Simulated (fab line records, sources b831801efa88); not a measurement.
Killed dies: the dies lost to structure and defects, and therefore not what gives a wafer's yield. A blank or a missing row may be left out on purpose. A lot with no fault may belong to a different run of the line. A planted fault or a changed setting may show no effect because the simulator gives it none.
A struck lot beside a sound one | flow sky130 | 14 steps out of a route of 708
Sound: wafers L626.2, L626.4, L626.5. Wafers struck: L627.1, L627.2, L627.3. At the end, the cause is stated.
Each step with rows lists, per side, the tool, then ch with its chambers, then its first start. Under that, the readings that differ: sound wafers | struck wafers | difference of the means | sigmas: that difference in standard deviations of wafers without a fault.
alike: readings whose means differ by less than 2 such deviations, and words and numbers that are the same on both sides. not compared: withheld readings, readings that some wafer has no value for, bounds like >300 that may hide the same value, and numbers for which the record gives no deviation and whose values overlap.
A row with sigmas, a row that says differs or no value, or rows on one side alone: a step with any of these is where the two part. When numbers do not overlap yet have no deviation, they are printed without sigmas and do not part them. Lack of a reading on every wafer of one side parts them only where that side has two or more wafers.

first, 4 steps without rows for these wafers: SKY_VIA1_SOFTBAKE_08 (time 90 s); SKY_VIA1_EXPOSE_09 (exposes mask VIM, target cd 150 nm); SKY_VIA1_PEB_10; SKY_VIA1_DEVELOP_11 (develop time 60 s).
SKY_VIA1_CD_MEAS_12: the cd target is 150 nm.
  sound on cd_sem-02, day 34 05:37; struck on cd_sem-01, day 35 02:34
  alike: cd_nm
SKY_VIA1_OVL_MEAS_13:
  sound on overlay-02, day 34 05:43; struck on overlay-01, day 35 02:41
  alike: VIA1_OVL
SKY_VIA1_ETCH_14: etches BARC in N2/H2, stops on SiO2, time 45.9 s, target depth 60 nm.
  sound on rie_diel-02 ch 0,2, day 34 05:45; struck on rie_diel-03 ch 0,1,2, day 35 02:43
  alike: drypump_motor_current_A, oes_product_au, throttle_valve_pct
  not compared: rf_hours_counter_h
SKY_VIA1_ETCH_15: etches SiO2 in C4F8/O2/Ar, stops on TiN, target depth 351 nm, time 54 s.
  sound on rie_diel-02 ch 0,2, day 34 05:47; struck on rie_diel-03 ch 0,1,2, day 35 02:46
  alike: oes_product_au
  not compared: rf_hours_counter_h
SKY_VIA1_STRIP_16: strips in O2/N2.
  sound on plasma_asher-01 ch 0, day 34 05:50; struck on plasma_asher-03 ch 0,1, day 35 02:49
  alike: drypump_motor_current_A, oes_product_au, strip_time_to_endpoint_s
  not compared: rf_hours_counter_h
then, 3 steps without rows for these wafers: SKY_VIA1_STRIP_17 (strips in post etch residue remover, time 1200 s); SKY_VIA1_CLEAN_18 (cleans in IPA, time 180 s); SKY_VIA1_CLEAN_19 (cleans in O3/DIW).
SKY_VIA1_SPUTTER_20: material TiN, target thk 20 nm, time 80 s.
  sound on pvd_sputter-02, day 34 06:26; struck on pvd_sputter-01, day 35 03:24
  no value came back on the struck wafers for cathode_dc_power_W (W), chamber_pressure_pa (Pa), throttle_valve_pct (%); on the sound wafers cathode_dc_power_W (W) reads 4000.3 3999.6 3999.6
SKY_VIA1_CVD_21: deposits W, target thk 270 nm, time 80.902 s.
  sound on cvd_w-02 ch 0, day 34 06:30; struck on cvd_w-02 ch 0,1, day 35 03:28
  alike: heater_power_w

## WHERE THEY PART
Within this record, at SKY_VIA1_SPUTTER_20 only. Later steps at which nothing parts them and some readings are alike: SKY_VIA1_CVD_21.

WHY: whatever the simulator had introduced
Whole step skipped at SKY_VIA1_SPUTTER_20 on pvd_sputter-01, starting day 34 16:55. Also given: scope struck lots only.
